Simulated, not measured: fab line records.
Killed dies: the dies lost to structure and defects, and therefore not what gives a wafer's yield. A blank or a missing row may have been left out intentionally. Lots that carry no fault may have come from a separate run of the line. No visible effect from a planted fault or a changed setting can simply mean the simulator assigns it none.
Matching of chambers	flow gf180mcu	rie diel-01 running GF_M5_ETCH_09: 4 sister chambers
The step etches Si3N4 in CF4/O2, target depth 52 nm, time 11.6 s. 24 wafers are shown with their chamber, then 12 later ones without.

== WAFERS PAIRED WITH THEIR CHAMBERS ==
wafer	chamber	rf fwd power W (W)	oes product au (a.u.)	throttle valve pct (%)
L075.2	3	777	0.998	5.973
L075.3	1	785	0.988	5.976
L075.5	0	784	0.998	5.987
L076.1	2	792	0.983	5.971
L076.2	3	785	0.994	5.962
L076.4	0	782	0.995	5.971
L077.2	0	780	1.016	5.975
L077.3	2	787	1.003	5.979
L077.6	1	787	0.994	5.976
L081.2	0	784	1.011	5.976
L081.3	2	789	0.994	5.962
L081.4	0	785	1.023	5.997
L084.1	3	779	1.004	5.977
L084.3	2	794	1.000	5.946
L084.4	0	779	1.022	5.960
L085.2	2	792	0.993	5.978
L085.3	3	782	0.998	5.973
L085.6	1	790	0.991	5.966
L088.2	1	785	1.007	5.971
L088.4	0	781	1.009	5.972
L088.5	3	781	1.001	5.965
L090.2	0	786	1.006	5.980
L090.3	3	780	0.998	5.951
L090.5	2	796	1.010	5.983

SIGNATURES (averages over the wafers above)
reading	chamber 0	chamber 1	chamber 2	chamber 3	scatter within a chamber
rf fwd power W	782.62	786.75	791.67	780.67	2.75
oes product au	1.01000	0.99500	0.99717	0.99883	0.00848
throttle valve pct	5.97725	5.97225	5.96983	5.96683	0.0108
Rule: for a wafer and a chamber, the distance is found by dividing, reading by reading, the gap between the wafer's reading and the chamber's mean by the reading's scatter, squaring, summing and taking the root. If the next closest chamber is less than 2 further off than the closest, the wafer can't be placed; otherwise it belongs to the closest. The scatter: take each reading less its chamber's mean, square it, sum over the shown wafers, divide by the number of wafers less the number of chambers, and take the root.

== WAFERS WHOSE CHAMBER IS MISSING ==
wafer	rf fwd power W (W)	oes product au (a.u.)	throttle valve pct (%)
L091.1	779	1.007	5.976
L091.4	790	0.993	5.970
L091.5	780	1.002	5.975
L093.2	780	0.995	5.965
L093.4	784	0.994	5.961
L093.5	780	1.004	5.974
L094.2	786	1.001	5.971
L094.3	777	0.994	5.956
L094.5	776	1.002	5.981
L097.4	783	0.993	5.986
L097.5	781	0.991	5.957
L097.6	779	0.995	5.968

== THE CHAMBER EACH PASSED THROUGH ==
wafer	from the rows above	in truth
L091.1	can't be placed: 0 or 3 or 1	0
L091.4	can't be placed: 2 or 1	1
L091.5	can't be placed: 3 or 0 or 1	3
L093.2	can't be placed: 3 or 0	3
L093.4	can't be placed: 3 or 1 or 0 or 2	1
L093.5	can't be placed: 3 or 0 or 1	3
L094.2	can't be placed: 1 or 0 or 3 or 2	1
L094.3	can't be placed: 3 or 0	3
L094.5	can't be placed: 3 or 0 or 1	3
L097.4	can't be placed: 1 or 3 or 0 or 2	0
L097.5	can't be placed: 3 or 1 or 0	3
L097.6	can't be placed: 3 or 0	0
0 of 12 placed correctly. From these rows, 12 cannot be placed; in 12 the true chamber is one of the candidates. 0 placed wrongly.
